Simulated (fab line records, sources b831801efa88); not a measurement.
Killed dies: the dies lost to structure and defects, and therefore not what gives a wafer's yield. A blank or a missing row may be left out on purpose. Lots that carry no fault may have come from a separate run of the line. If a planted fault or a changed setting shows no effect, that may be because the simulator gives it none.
fab line records ; flow sky130 ; part 2 of 2: steps 44 to 44 of 44
record lots=6; wafers=18; last-day=50
route steps=708 shown VIA3@591 METAL4@598 CAP2M@603 PAD_OPEN@708
lots that met no fault: from a run of the same line without faults
start-h: hours from the record's first day to the start of the lot's first wafer shown ; wait-h: how many hours have passed since the lot's step before this one ; " unchanged from the row above ; L1.1+2: several wafers, shown together as one row ; - no value, or no start given ; * or withheld: withheld ; < > ~ a bound
route shown NAME@n: a module of which the file shows steps, and the number in the route of the first ; usual: mean and standard deviation over wafers with no fault ; same: alike in all rows ; chamber/n: place in a boat ; sites: readings site by site ; _std_site: standard deviation of those values ; _edge_site: mean of outer sites minus mean of inner sites ; radius-mm: how far each site lies from the wafer's centre ; mask NAME#n: copy n ; behind: tool/chamber where the wafer was last shaped ; hold: why the lot went on hold/how many hours it stayed there/how the hold came to an end ; device: names the non-switching transistor (n, p or np) ; end of line: the same wafers' tests at the end of the route ; where a step has no rows: the recipe by itself ; killed: dies lost to structure and defects at the first sort, not the wafer's yield ; map: a wafer's dies, marking killed ones x, the rest . and places with no die _
set.NAME: setting as actually run; set.NAME@STEP: the setting as run at that earlier step ; model.NAME: the simulator's own value behind a step, which no gauge read
lots at selected steps of the route; one table per step, one row per wafer
services: from which hour (start-h, from the record's first day; less than 0 if before it) a tool's chamber was out of use, for how many hours, and why
## steps
# step SKY_PAD_OPEN_PROBE_99
# usual defect-limited-yield=82.6/1.9; killed_at_M0_to_M3=43/5.9; killed_at_M4_up=2.9/1.5; killed-at-contacts=24/5; killed-at-front-end=15/4.8; killed-at-other=0.2/0.5; killed-dies=86/9.3; killed-open=47/7.1; killed-short=38/6.3; sort_bin_3_pad_short=0.8/0.42; sort_bin_5_function=10.2/1.4; sort_bin_6_memory=6.4/1.1; sort-n-pass=406/9.3; sort-yield-pct=82.6/1.9
# same gross-dies=492; killed-at-back-side=0; sort_bin_4_leakage[%]=0; sort_bin_8_speed[%]=0
lot.wafer;tool;chamber;start-h;wait-h;defect-limited-yield[%];killed_at_M0_to_M3;killed_at_M4_up;killed-at-contacts;killed-at-front-end;killed-at-other;killed-dies;killed-open;killed-short;sort_bin_3_pad_short[%];sort_bin_5_function[%];sort_bin_6_memory[%];sort-n-pass;sort-yield-pct[%];model.etest.cap-mim2.bv-v;model.etest.cap-mim2.leak-log10-a-cm2;model.etest.cap-mim2.c-ff-um2
L908.1;prober-02;-;1090.37;0.1;80.9;43;2;35;14;0;94;58;36;1.0;12.6;5.5;398;80.9;14.1;-8.919;2.393
L908.3;prober-02;-;1090.47;0.2;82.1;44;4;22;18;0;88;44;44;1.0;9.1;7.7;404;82.1;13.38;-9.08;2.336
L908.4;prober-02;-;1090.52;0.2;85.6;42;4;13;11;1;71;34;37;0.2;8.9;5.3;421;85.6;13.35;-8.889;2.386
L914.1;prober-02;-;1131.73;0.1;82.5;36;2;22;26;0;86;47;39;0.4;11.0;6.1;406;82.5;14.29;-9.01;2.344
L914.3;prober-02;-;1131.83;0.2;82.3;45;3;24;15;0;87;45;42;1.6;11.0;5.1;405;82.3;13.44;-8.628;2.537
L914.6;prober-02;-;1131.98;0.2;83.1;38;5;28;12;0;83;43;40;0.8;9.1;6.9;409;83.1;14.12;-9.06;2.334
L916.1;prober-02;-;1136.48;0.1;83.1;31;4;27;21;0;83;52;31;0.6;10.2;6.1;409;83.1;12.95;-8.711;2.521
L916.3;prober-02;-;1136.58;0.2;81.9;47;3;28;11;0;89;46;43;0.8;11.2;6.1;403;81.9;13.93;-8.834;2.317
L916.4;prober-02;-;1136.63;0.2;84.1;36;1;22;18;1;78;42;36;0;10.2;5.7;414;84.1;14.42;-9.09;2.304
L926.1;prober-01;-;1193.52;0.1;81.9;50;3;24;12;0;89;46;43;1.2;10.4;6.5;403;81.9;13.93;-8.787;2.387
L926.2;prober-01;-;1193.57;0.1;84.3;38;1;26;11;1;77;46;31;0.6;9.1;5.9;415;84.3;13.34;-8.927;2.382
L926.5;prober-01;-;1193.72;0.2;85.2;38;4;18;12;1;73;38;35;0.6;7.5;6.7;419;85.2;13.95;-9.168;2.347
L928.1;prober-01;-;1197.46;0.1;82.5;40;2;29;15;0;86;44;42;1.0;10.8;5.7;406;82.5;13.87;-8.84;2.411
L928.3;prober-01;-;1197.56;0.2;81.5;45;4;28;14;0;91;51;40;1.0;10.0;7.5;401;81.5;13.62;-8.97;2.29
L928.5;prober-01;-;1197.66;0.2;86.6;33;3;17;13;0;66;36;30;0.2;7.7;5.5;426;86.6;13.51;-9.059;2.343
L930.3;prober-01;-;1209.18;0.2;85.6;35;3;22;11;0;71;41;30;0.2;9.8;4.5;421;85.6;13.85;-9.171;2.353
L930.4;prober-01;-;1209.23;0.2;83.1;45;1;21;16;0;83;51;32;0.6;10.2;6.1;409;83.1;13.34;-9.094;2.345
L930.5;prober-01;-;1209.28;0.2;84.6;31;4;26;14;1;76;39;37;0.4;9.6;5.5;416;84.6;13.74;-8.881;2.366
# killed by level:class
L908.1 CONTACT:geometric-particle:open=14 VIA1:geometric-particle:open=11 VIA3:geometric-particle:open=8 CONTACT:geometric-particle:short=7 POLY_GATE:geometric-particle:short=6 LI_CONTACT:geometric-particle:open=6 METAL1:geometric-particle:short=4 POLY_GATE:geometric-particle:open=3
L908.3 VIA1:geometric-particle:open=9 LI_CONTACT:geometric-particle:open=7 CONTACT:geometric-particle:open=7 POLY_GATE:geometric-particle:open=6 FIELD_ISO:geometric-particle:short=5 VIA1:geometric-particle:short=5 VIA2:geometric-particle:open=5 VIA2:geometric-particle:short=5
L908.4 METAL1:geometric-particle:short=7 METAL2:geometric-particle:short=6 LI_CONTACT:geometric-particle:open=5 VIA1:geometric-particle:open=5 VIA2:geometric-particle:open=5 FIELD_ISO:geometric-particle:short=4 CONTACT:geometric-particle:open=4 METAL3:geometric-particle:short=4
L914.1 FIELD_ISO:geometric-particle:short=9 VIA2:geometric-particle:open=9 CONTACT:geometric-particle:open=7 METAL1:geometric-particle:short=6 FIELD_ISO:geometric-particle:open=5 LI_CONTACT:geometric-particle:short=5 VIA1:geometric-particle:open=5 LI_CONTACT:geometric-particle:open=5
L914.3 CONTACT:geometric-particle:open=11 VIA1:geometric-particle:open=10 METAL2:geometric-particle:short=10 VIA1:geometric-particle:short=7 VIA3:geometric-particle:open=6 POLY_GATE:geometric-particle:open=5 LI_CONTACT:geometric-particle:open=5 CONTACT:geometric-particle:short=5
L914.6 METAL2:geometric-particle:short=10 LI_CONTACT:geometric-particle:open=8 CONTACT:geometric-particle:open=8 VIA2:geometric-particle:open=6 METAL1:geometric-particle:short=5 VIA3:geometric-particle:open=5 FIELD_ISO:geometric-particle:open=4 LOCAL_INTERCONNECT:geometric-particle:short=4
L916.1 VIA1:geometric-particle:open=9 LI_CONTACT:geometric-particle:open=8 CONTACT:geometric-particle:open=7 CONTACT:geometric-particle:short=6 FIELD_ISO:geometric-particle:short=5 FIELD_ISO:geometric-particle:open=5 VIA2:geometric-particle:open=5 VIA3:geometric-particle:open=5
L916.3 CONTACT:geometric-particle:open=12 VIA1:geometric-particle:open=9 METAL1:geometric-particle:short=9 VIA3:geometric-particle:open=6 FIELD_ISO:geometric-particle:open=5 FIELD_ISO:geometric-particle:short=5 LOCAL_INTERCONNECT:geometric-particle:short=5 METAL3:geometric-particle:short=4
L916.4 LI_CONTACT:geometric-particle:open=7 VIA3:geometric-particle:open=7 CONTACT:geometric-particle:open=6 METAL1:geometric-particle:short=6 POLY_GATE:geometric-particle:short=5 LI_CONTACT:geometric-particle:short=5 VIA1:geometric-particle:open=5 VIA2:geometric-particle:open=5
L926.1 VIA2:geometric-particle:open=11 VIA1:geometric-particle:open=10 VIA1:geometric-particle:short=9 LI_CONTACT:geometric-particle:open=7 METAL3:geometric-particle:short=7 CONTACT:geometric-particle:short=5 CONTACT:geometric-particle:open=5 FIELD_ISO:geometric-particle:open=4
L926.2 VIA2:geometric-particle:open=12 CONTACT:geometric-particle:open=11 CONTACT:geometric-particle:short=6 VIA1:geometric-particle:open=5 METAL1:geometric-particle:short=4 METAL2:geometric-particle:open=4 POLY_GATE:geometric-particle:short=3 LI_CONTACT:geometric-particle:short=3
L926.5 VIA2:geometric-particle:open=11 CONTACT:geometric-particle:open=10 VIA2:geometric-particle:short=6 FIELD_ISO:geometric-particle:open=4 METAL1:geometric-particle:short=4 FIELD_ISO:geometric-particle:short=3 CONTACT:geometric-particle:short=3 VIA1:geometric-particle:short=3
L928.1 LI_CONTACT:geometric-particle:open=11 VIA3:geometric-particle:short=7 VIA2:geometric-particle:open=7 CONTACT:geometric-particle:open=5 LOCAL_INTERCONNECT:geometric-particle:short=5 METAL1:geometric-particle:short=5 VIA3:geometric-particle:open=5 VIA1:geometric-particle:open=4
L928.3 VIA1:geometric-particle:open=12 LI_CONTACT:geometric-particle:open=8 CONTACT:geometric-particle:short=8 VIA1:geometric-particle:short=7 VIA3:geometric-particle:open=7 VIA2:geometric-particle:open=6 CONTACT:geometric-particle:open=5 FIELD_ISO:geometric-particle:open=4
L928.5 VIA1:geometric-particle:open=7 CONTACT:geometric-particle:open=7 VIA3:geometric-particle:open=6 LI_CONTACT:geometric-particle:open=5 VIA3:geometric-particle:short=5 METAL1:geometric-particle:short=4 VIA1:geometric-particle:short=4 FIELD_ISO:geometric-particle:open=3
L930.3 VIA1:geometric-particle:open=12 LOCAL_INTERCONNECT:geometric-particle:short=9 CONTACT:geometric-particle:open=9 VIA3:geometric-particle:open=7 FIELD_ISO:geometric-particle:open=5 METAL2:geometric-particle:short=4 CONTACT:geometric-particle:short=3 VIA2:geometric-particle:open=3
L930.4 VIA1:geometric-particle:open=12 POLY_GATE:geometric-particle:open=8 LI_CONTACT:geometric-particle:open=7 METAL2:geometric-particle:short=7 VIA2:geometric-particle:open=7 CONTACT:geometric-particle:open=6 CONTACT:geometric-particle:short=5 METAL1:geometric-particle:short=5
L930.5 CONTACT:geometric-particle:open=9 VIA1:geometric-particle:open=7 LI_CONTACT:geometric-particle:open=7 METAL1:geometric-particle:short=6 METAL2:geometric-particle:short=5 POLY_GATE:geometric-particle:short=4 CONTACT:geometric-particle:short=4 POLY_GATE:geometric-particle:open=3
## services
tool;chamber;start-h;hours;kind
rie-metal-04;-;919.00;0.5;repair
rie-metal-04;0;920.10;4.3;repair
rie-diel-02;1;926.81;1.6;repair
cvd-w-02;1;933.83;14.6;repair
cvd-w-01;0;940.04;9.2;repair
pecvd-02;-;946.56;2.7;repair
rie-metal-04;0;978.51;1.7;repair
pecvd-02;1;985.55;4.6;repair
pvd-sputter-01;-;998.05;2.1;repair
rie-metal-04;0;1015.94;1.2;repair
rie-diel-01;3;1023.36;7.1;repair
pecvd-02;1;1030.40;80.1;repair
pvd-sputter-04;-;1053.87;1.9;repair
pvd-sputter-01;-;1065.34;5.4;repair
rie-diel-01;0;1070.76;4.6;repair
pecvd-02;-;1071.12;0.7;repair
pvd-sputter-03;-;1072.59;3.6;repair
rie-metal-01;1;1085.52;7.9;repair
cvd-w-01;1;1088.38;24.5;repair
cvd-w-01;0;1092.23;4.8;repair
pvd-sputter-03;-;1094.92;1.5;repair
rie-metal-04;1;1116.99;4.1;repair
pecvd-02;1;1119.54;8.8;repair
pvd-sputter-04;-;1126.41;0.9;repair
## key
first-sign step=SKY_CAP2M_THK_MEAS_01; reading=CAP2M_CVD_00_THK; direction=down; sigmas=4.4; usual=15.49; struck=14.39
effect step=SKY_METAL4_ETCH_17; reading=oes-product-au; direction=down; sigmas=3.6; usual=0.753; struck=0.723
model-effect step=SKY_CAP2M_CVD_00; value=SiO2_of_CAP2M_CVD_00.thk-nm; without=15.48; struck=14.37
model-effect step=SKY_METAL4_ETCH_16; value=SiO2_of_CAP2M_CVD_00.thk-nm; without=15.46; struck=14.35
model-effect step=SKY_METAL4_ETCH_17; value=etch.depth-nm; without=15.46; struck=14.35
model-effect step=SKY_PAD_OPEN_PROBE_99; value=etest.cap-mim2.bv-v; without=14.21; struck=13.19
met-at SKY_CAP2M_CVD_00
struck-wafers L914.3,L916.1
fault kind=process-parameter-drift; tool=pecvd-02; chamber=1; onset-h=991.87; steps=SKY_CAP2M_CVD_00; channel=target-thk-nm; offset=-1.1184; shape=step; end-h=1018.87; acts-in=these-recipes-only; stated=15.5
